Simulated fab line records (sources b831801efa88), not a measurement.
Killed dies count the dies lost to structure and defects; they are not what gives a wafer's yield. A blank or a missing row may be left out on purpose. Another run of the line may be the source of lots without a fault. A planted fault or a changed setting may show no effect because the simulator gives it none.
Which of the tools did it? || flow sfqLine || 7 lots with 21 wafers sampled at 2 steps, on a route of 325 steps

WHAT THE GAUGES SHOWED, per wafer
SFQ_R5_RS_MEAS_933: measures by four-point-probe.
{"lot": "L677", "measured": "day 53 00:40", "on": "filmMetro-04", "R5_MONX_RS (ohm/sq)": "7.22 7.18 7.20"}
{"lot": "L679", "measured": "day 53 21:48", "on": "filmMetro-02", "R5_MONX_RS (ohm/sq)": "7.00 7.06 7.02"}
{"lot": "L686", "measured": "day 57 12:52", "on": "filmMetro-01", "R5_MONX_RS (ohm/sq)": "7.00 7.05 7.02"}
{"lot": "L688", "measured": "day 58 11:10", "on": "filmMetro-04", "R5_MONX_RS (ohm/sq)": "7.16 7.10 7.03"}
{"lot": "L691", "measured": "day 58 23:12", "on": "filmMetro-04", "R5_MONX_RS (ohm/sq)": "7.06 7.16 7.09"}
{"lot": "L694", "measured": "day 59 16:36", "on": "filmMetro-02", "R5_MONX_RS (ohm/sq)": "6.98 6.97 7.03"}
{"lot": "L696", "measured": "day 59 20:10", "on": "filmMetro-04", "R5_MONX_RS (ohm/sq)": "7.00 7.05 7.06"}

EACH LOT AND THE TOOL THAT RAN IT (in order: tool; ch and the chambers of the sampled wafers; start)
{"lot": "L677", "SFQ_TRILAYER_M4_ETCH_METAL_ETCH_096": "rieMetal-02 ch 0,1, day 34 10:07"}
{"lot": "L679", "SFQ_TRILAYER_M4_ETCH_METAL_ETCH_096": "rieMetal-01 ch 0,1, day 35 04:56"}
{"lot": "L686", "SFQ_TRILAYER_M4_ETCH_METAL_ETCH_096": "rieMetal-02 ch 0, day 39 02:32"}
{"lot": "L688", "SFQ_TRILAYER_M4_ETCH_METAL_ETCH_096": "rieMetal-04 ch 1, day 39 16:56"}
{"lot": "L691", "SFQ_TRILAYER_M4_ETCH_METAL_ETCH_096": "rieMetal-01 ch 0,1, day 46 04:49"}
{"lot": "L694", "SFQ_TRILAYER_M4_ETCH_METAL_ETCH_096": "rieMetal-01 ch 0,1, day 47 12:01"}
{"lot": "L696", "SFQ_TRILAYER_M4_ETCH_METAL_ETCH_096": "rieMetal-02 ch 0,1, day 47 20:23"}
- SFQ_TRILAYER_M4_ETCH_METAL_ETCH_096: etches Nb in Cl2/Ar, stops on SiO2, target depth 240 nm, time 120 s.

THE ANSWER, worked out from the rows above alone
Rule: what is usual is taken from the lots themselves. The widest of any qualifying gaps counts: lots, ordered by their means at a reading, are off when they make up no more than a third of the lots, leave a main group of 4 or more, and stand apart from it by 3 or more times the standard deviation of that group's means. A main group whose means are all the same, to the digits that the tables above print for the reading, isn't used. Also off: a lot with no number at a reading for which 4 or more lots have one. Where the step has rows for the other lots, those lots are counted as sound.
Nothing can be told from this: no lot is off at any reading shown.

WHAT HAD BEEN PUT IN BY THE SIMULATOR
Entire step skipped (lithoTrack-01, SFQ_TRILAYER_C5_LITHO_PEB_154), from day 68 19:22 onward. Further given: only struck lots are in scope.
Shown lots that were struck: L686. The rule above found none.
